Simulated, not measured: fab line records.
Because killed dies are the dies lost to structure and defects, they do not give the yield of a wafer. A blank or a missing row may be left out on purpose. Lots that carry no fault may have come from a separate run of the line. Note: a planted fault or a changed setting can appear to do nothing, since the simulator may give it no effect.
A single fault, viewed from 2 desks    flow sfq line    what lay behind the numbers comes last; until then each desk has only its own

== DESK OF THE TOOL OWNER: krf scanner-02 ==
The tool's own readings at SFQ_TRILAYER_M1_LITHO_EXPOSE_040 (exposes mask M1, target cd 500 nm): means of the sampled wafers that have a number, for each lot that ran on this tool. A lot is out of limits, marked OUT, if its mean lies more than 4 standard deviations from the usual mean; the brackets give that distance.
Columns: A = exposure dose mJ cm2 at SFQ_TRILAYER_M1_LITHO_EXPOSE_040, usual 14.400; B = focus offset nm at SFQ_TRILAYER_M1_LITHO_EXPOSE_040, usual -0.1 nm
lot   first seen here  A       B
L957  day 17 07:11     14.390  -0.5
L965  day 27 11:25     14.407  -0.6
L976  day 31 19:43     14.415  0.2
This desk's finding: nothing out of limits on any of the 3 lots.

== THE METROLOGY DESK ==
Means of the sampled wafers that have a number, per lot and without regard to the tool the lot ran on: this is what the gauges read. A lot is out of limits, marked OUT, if its mean lies more than 4 standard deviations from the usual mean; the brackets give that distance.
Columns: A = R5_OVL at SFQ_R5_OVL_MEAS_935, usual 3 nm
lot   first seen here  A
L957  day 55 08:19     4
L958  day 55 10:42     -1
L959  day 58 21:40     3
L960  day 58 22:52     8
L961  day 59 02:28     3
L965  day 59 14:28     0
L967  day 60 13:35     4
L968  day 61 02:47     1
L976  day 64 08:58     6
L978  day 64 14:19     6
L979  day 64 21:31     -5
L980  day 64 23:57     3
This desk's finding: nothing out of limits on any of the 12 lots.

== ALL TOGETHER ==
The desk of the tool owner found nothing out of limits.
The metrology desk saw nothing out of limits.

== WHAT THE SIMULATOR HAD PUT IN ==
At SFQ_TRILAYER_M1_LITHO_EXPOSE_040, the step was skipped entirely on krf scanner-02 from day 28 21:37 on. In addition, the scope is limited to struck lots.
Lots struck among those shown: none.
